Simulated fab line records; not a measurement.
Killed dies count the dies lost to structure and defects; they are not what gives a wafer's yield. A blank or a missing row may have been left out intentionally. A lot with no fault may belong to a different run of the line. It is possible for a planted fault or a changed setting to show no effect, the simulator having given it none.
Matching of chambers / flow sky130 / SKY_VIA3_ETCH_14 on rie-diel-03: 4 sister chambers
The step etches BARC in N2/H2, stops on SiO2, time 45.9 s, target depth 60 nm. 4 wafers are shown with their chamber, then 11 later ones without.

EACH WAFER AND ITS CHAMBER
wafer=L082.5; chamber=1; drypump-motor-current-A (A)=5.4
wafer=L084.2; chamber=0; drypump-motor-current-A (A)=5.1
wafer=L084.5; chamber=3; drypump-motor-current-A (A)=5.9
wafer=L085.3; chamber=2; drypump-motor-current-A (A)=5.6

WAFERS MISSING THEIR CHAMBER
wafer=L085.4; drypump-motor-current-A (A)=5.2
wafer=L085.5; drypump-motor-current-A (A)=5.9
wafer=L091.2; drypump-motor-current-A (A)=5.4
wafer=L091.4; drypump-motor-current-A (A)=5.9
wafer=L091.5; drypump-motor-current-A (A)=5.9
wafer=L093.3; drypump-motor-current-A (A)=5.6
wafer=L093.4; drypump-motor-current-A (A)=5.4
wafer=L093.5; drypump-motor-current-A (A)=5.4
wafer=L095.2; drypump-motor-current-A (A)=5.8
wafer=L095.3; drypump-motor-current-A (A)=5.4
wafer=L095.5; drypump-motor-current-A (A)=5.1

CHAMBER TAKEN BY EACH
wafer=L085.4; from the rows above=0; in truth=0
wafer=L085.5; from the rows above=3; in truth=3
wafer=L091.2; from the rows above=1; in truth=1
wafer=L091.4; from the rows above=3; in truth=3
wafer=L091.5; from the rows above=3; in truth=3
wafer=L093.3; from the rows above=2; in truth=2
wafer=L093.4; from the rows above=1; in truth=1
wafer=L093.5; from the rows above=1; in truth=1
wafer=L095.2; from the rows above=3; in truth=3
wafer=L095.3; from the rows above=1; in truth=1
wafer=L095.5; from the rows above=0; in truth=0
11 of 11 placed correctly. Left unplaced by these rows: 0. Number placed wrongly: 0.
How it was worked out, from the rows above alone: a wafer's distance from a chamber is the root of the sum, over the readings, of the square of ((its reading less the chamber's mean) divided by the reading's scatter). If the next closest chamber is less than 2 further off than the closest, the wafer can't be placed; otherwise it belongs to the closest. For every chamber, the mean is computed from those of its wafers that are shown. The scatter: with one shown wafer a chamber, the root of the mean of the squares of how far each hidden wafer lies from its nearest shown one.
